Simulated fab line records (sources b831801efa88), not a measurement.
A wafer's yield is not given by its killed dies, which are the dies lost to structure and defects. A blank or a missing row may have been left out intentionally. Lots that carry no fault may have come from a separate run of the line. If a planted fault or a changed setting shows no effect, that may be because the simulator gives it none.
Which tool is to blame? + flow gf180mcu + 39 wafers from 13 lots sampled at 5 of the route's 602 steps

== WHAT EACH GAUGE READ, for each wafer ==
GF_M5_CD_MEAS_07: the cd target is 280 nm.
| lot  | measured     | on        | cd nm (nm)        |
|------|--------------|-----------|-------------------|
| L699 | day 26 00:34 | cd sem-01 | 280.7 278.9 279.3 |
| L700 | day 26 19:48 | cd sem-01 | 281.7 281.9 280.6 |
| L701 | day 26 20:25 | cd sem-01 | 280.1 279.8 279.9 |
| L702 | day 27 12:55 | cd sem-02 | 280.6 280.9 280.4 |
| L708 | day 29 02:27 | cd sem-01 | 291.9 291.2 289.6 |
| L710 | day 29 18:02 | cd sem-02 | 290.8 289.9 291.6 |
| L711 | day 30 00:18 | cd sem-01 | 280.1 280.1 280.1 |
| L712 | day 30 06:24 | cd sem-02 | 280.2 280.4 280.1 |
| L713 | day 30 13:02 | cd sem-01 | 280.8 280.9 281.1 |
| L715 | day 31 02:18 | cd sem-01 | 280.0 278.8 278.5 |
| L716 | day 31 06:18 | cd sem-02 | 279.6 280.0 280.9 |
| L720 | day 32 09:05 | cd sem-01 | 279.4 279.7 278.5 |
| L722 | day 32 22:30 | cd sem-02 | 278.2 280.3 279.6 |

== EACH LOT AND THE TOOL THAT RAN IT (in order: tool; ch and the chambers of the sampled wafers; start) ==
| lot  | GF_V4_SPUTTER_21             | GF_MIM_SPUTTER_09            | GF_MIM_STRIP_20                      | GF_M5_SOFTBAKE_03                 |
|------|------------------------------|------------------------------|--------------------------------------|-----------------------------------|
| L699 | pvd sputter-02, day 24 04:25 | pvd sputter-04, day 24 05:29 | plasma asher-04 ch 0, day 25 03:22   | litho track-03 ch 0, day 25 14:04 |
| L700 | pvd sputter-02, day 25 01:28 | pvd sputter-02, day 25 02:32 | plasma asher-04 ch 0,1, day 25 23:31 | litho track-02 ch 0, day 26 09:34 |
| L701 | pvd sputter-03, day 25 02:00 | pvd sputter-02, day 25 03:08 | plasma asher-04 ch 0,1, day 26 00:07 | litho track-01 ch 0, day 26 10:24 |
| L702 | pvd sputter-02, day 25 18:21 | pvd sputter-04, day 25 19:25 | plasma asher-03 ch 0,1, day 26 15:58 | litho track-02 ch 0, day 27 02:43 |
| L708 | pvd sputter-02, day 27 09:04 | pvd sputter-02, day 27 10:08 | plasma asher-04 ch 0,1, day 28 06:27 | litho track-01 ch 0, day 28 16:36 |
| L710 | pvd sputter-02, day 28 01:52 | pvd sputter-04, day 28 03:03 | plasma asher-04 ch 0,1, day 28 22:25 | litho track-01 ch 0, day 29 08:07 |
| L711 | pvd sputter-02, day 28 09:37 | pvd sputter-02, day 28 10:42 | plasma asher-01 ch 0,1, day 29 05:36 | litho track-03 ch 0, day 29 15:23 |
| L712 | pvd sputter-03, day 28 14:27 | pvd sputter-04, day 28 15:32 | plasma asher-03 ch 0,1, day 29 10:46 | litho track-02 ch 0, day 29 21:07 |
| L713 | pvd sputter-03, day 28 21:51 | pvd sputter-04, day 28 22:56 | plasma asher-04 ch 1, day 29 18:22   | litho track-03 ch 0, day 30 03:37 |
| L715 | pvd sputter-04, day 29 12:50 | pvd sputter-04, day 29 13:55 | plasma asher-03 ch 0,1, day 30 08:25 | litho track-03 ch 0, day 30 17:44 |
| L716 | pvd sputter-03, day 29 15:53 | pvd sputter-04, day 29 16:57 | plasma asher-04 ch 0,1, day 30 11:46 | litho track-03 ch 0, day 30 21:05 |
| L720 | pvd sputter-04, day 30 21:30 | pvd sputter-04, day 30 22:35 | plasma asher-01 ch 1, day 31 16:13   | litho track-02 ch 0, day 32 01:14 |
| L722 | pvd sputter-03, day 31 12:19 | pvd sputter-04, day 31 13:23 | plasma asher-01 ch 0,1, day 32 05:28 | litho track-02 ch 0, day 32 13:59 |
- GF_V4_SPUTTER_21: material Ti, target thk 15 nm, time 80.02 s.
- GF_MIM_SPUTTER_09: material TiN, target thk 35 nm, time 28.83 s.
- GF_MIM_STRIP_20: strips in O2/N2.
- GF_M5_SOFTBAKE_03: time 60 s.

== WHAT THE TOOLS THEMSELVES READ (means of the sampled wafers that have a number; where no wafer has one, the mark that the record gives instead) ==
GF_V4_SPUTTER_21.
| lot  | tool           | substrate temp c (C) | throttle valve pct (%) |
|------|----------------|----------------------|------------------------|
| L699 | pvd sputter-02 | 200.03               | 29.3                   |
| L700 | pvd sputter-02 | 199.86               | 29.7                   |
| L701 | pvd sputter-03 | 199.98               | 29.1                   |
| L702 | pvd sputter-02 | 200.14               | 29.3                   |
| L708 | pvd sputter-02 | 200.15               | 29.6                   |
| L710 | pvd sputter-02 | 200.05               | 29.2                   |
| L711 | pvd sputter-02 | 200.07               | 29.8                   |
| L712 | pvd sputter-03 | 200.02               | 29.4                   |
| L713 | pvd sputter-03 | 200.08               | 29.7                   |
| L715 | pvd sputter-04 | 200.09               | 30.3                   |
| L716 | pvd sputter-03 | 199.97               | 29.1                   |
| L720 | pvd sputter-04 | 200.01               | 30.4                   |
| L722 | pvd sputter-03 | 200.00               | 29.4                   |

GF_MIM_SPUTTER_09.
| lot  | tool           | throttle valve pct (%) |
|------|----------------|------------------------|
| L699 | pvd sputter-04 | 30.2                   |
| L700 | pvd sputter-02 | 29.3                   |
| L701 | pvd sputter-02 | 29.2                   |
| L702 | pvd sputter-04 | 30.3                   |
| L708 | pvd sputter-02 | 29.7                   |
| L710 | pvd sputter-04 | 30.9                   |
| L711 | pvd sputter-02 | 29.1                   |
| L712 | pvd sputter-04 | 30.8                   |
| L713 | pvd sputter-04 | 30.0                   |
| L715 | pvd sputter-04 | 29.5                   |
| L716 | pvd sputter-04 | 30.4                   |
| L720 | pvd sputter-04 | 30.2                   |
| L722 | pvd sputter-04 | 29.9                   |

GF_MIM_STRIP_20.
| lot  | tool            | drypump motor current A (A) | heater power w (W) | oes product au (a.u.) | strip time to endpoint s (s) |
|------|-----------------|-----------------------------|--------------------|-----------------------|------------------------------|
| L699 | plasma asher-04 | 6.0                         | 267                | 0.690                 | 11.24                        |
| L700 | plasma asher-04 | 5.2                         | 285                | 0.693                 | 11.30                        |
| L701 | plasma asher-04 | 5.3                         | 280                | 0.693                 | 11.25                        |
| L702 | plasma asher-03 | 6.1                         | 359                | 0.698                 | 11.28                        |
| L708 | plasma asher-04 | 5.6                         | 272                | 0.694                 | 11.28                        |
| L710 | plasma asher-04 | 5.2                         | 286                | 0.690                 | 11.24                        |
| L711 | plasma asher-01 | 5.8                         | 319                | 0.693                 | 11.22                        |
| L712 | plasma asher-03 | 6.1                         | 361                | 0.690                 | 11.27                        |
| L713 | plasma asher-04 | 4.9                         | 291                | 0.696                 | 11.21                        |
| L715 | plasma asher-03 | 6.1                         | 356                | 0.693                 | 11.18                        |
| L716 | plasma asher-04 | 5.6                         | 276                | 0.689                 | 11.19                        |
| L720 | plasma asher-01 | 5.7                         | 361                | 0.688                 | 11.21                        |
| L722 | plasma asher-01 | 5.8                         | 287                | 0.691                 | 11.23                        |

GF_M5_SOFTBAKE_03.
| lot  | tool           | heater power total W (W) | plate temp C (C) |
|------|----------------|--------------------------|------------------|
| L699 | litho track-03 | 92.98                    | 130.07           |
| L700 | litho track-02 | 93.08                    | 130.23           |
| L701 | litho track-01 | 93.07                    | 129.87           |
| L702 | litho track-02 | 93.04                    | 129.94           |
| L708 | litho track-01 | 88.70                    | 125.42           |
| L710 | litho track-01 | 88.67                    | 125.25           |
| L711 | litho track-03 | 93.05                    | 129.94           |
| L712 | litho track-02 | 93.04                    | 129.99           |
| L713 | litho track-03 | 93.07                    | 130.10           |
| L715 | litho track-03 | 93.11                    | 129.99           |
| L716 | litho track-03 | 92.97                    | 129.97           |
| L720 | litho track-02 | 93.05                    | 130.03           |
| L722 | litho track-02 | 93.07                    | 130.03           |

== THE ANSWER, worked out from the rows above alone ==
Rule: the usual values come from the lots themselves. The widest of any qualifying gaps counts: lots, ordered by their means at a reading, are off when they make up no more than a third of the lots, leave a main group of 4 or more, and stand apart from it by 3 or more times the standard deviation of that group's means. A main group is skipped when, at the precision printed for the reading in the tables above, its means are all equal. A lot without any number at a reading at which 4 lots or more have one is off too. The other lots that the step has rows for count as sound. The gauges are gone through in route order, then the tools' own readings, and for those a lot's mean is taken as printed above. At the first step where some lot is off, the reading lying furthest off is the one used; lots without a number count as furthest.
Off at GF_M5_CD_MEAS_07 (cd nm): L708, L710. Main group: mean 280.1 nm, sd 0.69.
A tool fits if, at a process step before that reading, it ran every lot that is off, and no sound lot after the first of them. The gauges at GF_M5_CD_MEAS_07 aren't tried: what is off there is off at GF_M5_SOFTBAKE_03 too, on other tools, and a gauge's error can't cause that. One fits: GF_M5_SOFTBAKE_03 on litho track-01. Its last sound lot is L701 (day 26 10:24), its first lot that is off L708 (day 28 16:36): a fault that began between those two fits.
The tool's own readings at GF_M5_SOFTBAKE_03 bear it out: on the lots that are off they differ by more than 5 times the standard deviation of the sound lots' means. heater power total W reads 88.69 W there against 93.05 W on the sound lots; plate temp C reads 125.34 C there against 130.01 C on the sound lots.

== WHAT WAS PUT IN BY THE SIMULATOR ==
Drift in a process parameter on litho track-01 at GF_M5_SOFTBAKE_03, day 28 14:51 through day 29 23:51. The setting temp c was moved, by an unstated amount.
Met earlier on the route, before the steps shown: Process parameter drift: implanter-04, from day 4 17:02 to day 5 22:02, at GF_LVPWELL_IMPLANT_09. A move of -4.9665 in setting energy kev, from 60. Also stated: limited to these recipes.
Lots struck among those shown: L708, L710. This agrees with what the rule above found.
